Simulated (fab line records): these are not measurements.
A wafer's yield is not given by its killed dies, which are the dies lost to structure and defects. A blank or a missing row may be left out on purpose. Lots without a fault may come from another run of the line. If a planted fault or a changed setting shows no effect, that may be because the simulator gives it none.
Chamber matching :: flow sky130 :: rie si-02 running SKY_POLY_GATE_ETCH_17: 4 sister chambers
The step etches poly-Si in HBr/Cl2, stops on SiO2, target depth 180 nm, time 70.5 s. 8 wafers are shown with their chamber, then 7 later ones without.

== WAFERS, EACH WITH ITS CHAMBER ==
wafer: L422.4
chamber: 0
drypump motor current A (A): 5.5
oes product au (a.u.): 0.994

wafer: L427.5
chamber: 2
drypump motor current A (A): 6.0
oes product au (a.u.): 0.982

wafer: L427.6
chamber: 1
drypump motor current A (A): 5.1
oes product au (a.u.): 0.984

wafer: L428.1
chamber: 2
drypump motor current A (A): 6.0
oes product au (a.u.): 0.986

wafer: L428.2
chamber: 3
drypump motor current A (A): 5.1
oes product au (a.u.): 0.989

wafer: L428.6
chamber: 1
drypump motor current A (A): 5.1
oes product au (a.u.): 0.993

wafer: L430.1
chamber: 0
drypump motor current A (A): 5.4
oes product au (a.u.): 0.985

wafer: L430.2
chamber: 3
drypump motor current A (A): 5.1
oes product au (a.u.): 0.980

== WAFERS WITH NO CHAMBER GIVEN ==
wafer: L430.6
drypump motor current A (A): 5.1
oes product au (a.u.): 0.997

wafer: L431.2
drypump motor current A (A): 5.4
oes product au (a.u.): 0.998

wafer: L431.5
drypump motor current A (A): 5.4
oes product au (a.u.): 0.993

wafer: L431.6
drypump motor current A (A): 5.1
oes product au (a.u.): 0.983

wafer: L434.2
drypump motor current A (A): 5.1
oes product au (a.u.): 0.990

wafer: L434.4
drypump motor current A (A): 6.0
oes product au (a.u.): 0.993

wafer: L434.6
drypump motor current A (A): 5.1
oes product au (a.u.): 0.982

== CHAMBER TAKEN BY EACH ==
wafer: L430.6
from the rows above: can't be placed: 1 or 3
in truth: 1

wafer: L431.2
from the rows above: 0
in truth: 0

wafer: L431.5
from the rows above: 0
in truth: 0

wafer: L431.6
from the rows above: can't be placed: 3 or 1
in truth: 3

wafer: L434.2
from the rows above: can't be placed: 1 or 3
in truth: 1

wafer: L434.4
from the rows above: 2
in truth: 2

wafer: L434.6
from the rows above: can't be placed: 3 or 1
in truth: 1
Correct placement for 3 of the 7. These rows do not allow placing 4 (true chamber among the candidates in 4). Placed wrongly: 0.
How it was worked out, from the rows above alone: a wafer's distance from a chamber is the root of the sum, over the readings, of the square of ((its reading less the chamber's mean) divided by the reading's scatter). The wafer belongs to the nearest chamber; if the next one is less than 2 further off, it can't be placed. A chamber's mean is the mean of its shown wafers. The scatter: take each reading less its chamber's mean, square it, sum over the shown wafers, divide by the number of wafers less the number of chambers, and take the root.
